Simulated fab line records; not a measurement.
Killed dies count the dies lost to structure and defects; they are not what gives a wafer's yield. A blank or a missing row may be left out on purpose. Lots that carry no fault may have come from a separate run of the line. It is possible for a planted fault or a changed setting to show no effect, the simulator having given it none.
Which tool did it? + flow sky130 + 12 lots, 36 wafers sampled, at 1 step of a route of 708

## WHAT THE GAUGES READ, wafer by wafer
SKY_CONTACT_BOW_MEAS_05.
| lot  | measured     | on            | CONTACT_BOW (um) |
|------|--------------|---------------|------------------|
| L075 | day 30 11:44 | film_metro-01 | 85 81 85         |
| L078 | day 31 22:23 | film_metro-03 | 81 89 81         |
| L079 | day 32 00:54 | film_metro-02 | 83 76 86         |
| L081 | day 33 05:31 | film_metro-01 | 63 79 80         |
| L083 | day 33 09:41 | film_metro-02 | 79 85 83         |
| L085 | day 33 23:18 | film_metro-01 | 86 81 79         |
| L087 | day 34 17:36 | film_metro-02 | 68 85 72         |
| L089 | day 35 09:21 | film_metro-02 | 86 82 73         |
| L091 | day 36 02:01 | film_metro-02 | 83 86 85         |
| L093 | day 36 21:45 | film_metro-03 | 84 82 80         |
| L095 | day 37 06:10 | film_metro-01 | 81 79 74         |
| L096 | day 38 20:32 | film_metro-01 | 74 76 69         |

## WHAT TOOL EACH LOT RAN ON (gives the tool, then ch and the chambers of the sampled wafers, and finally the start)
Record: no process step prior to these readings.

## THE ANSWER, worked out from the rows above alone
Rule: usual is defined by the lots themselves. The widest of any qualifying gaps counts: lots, ordered by their means at a reading, are off when they make up no more than a third of the lots, leave a main group of 4 or more, and stand apart from it by 3 or more times the standard deviation of that group's means. If all means in a main group match to the digits the tables above print for the reading, that group is not used. A lot without any number at a reading at which 4 lots or more have one is off too. The other lots that the step has rows for count as sound.
No lot is off on any of the readings shown, so nothing can be concluded from this.

## WHAT HAD BEEN PUT IN BY THE SIMULATOR
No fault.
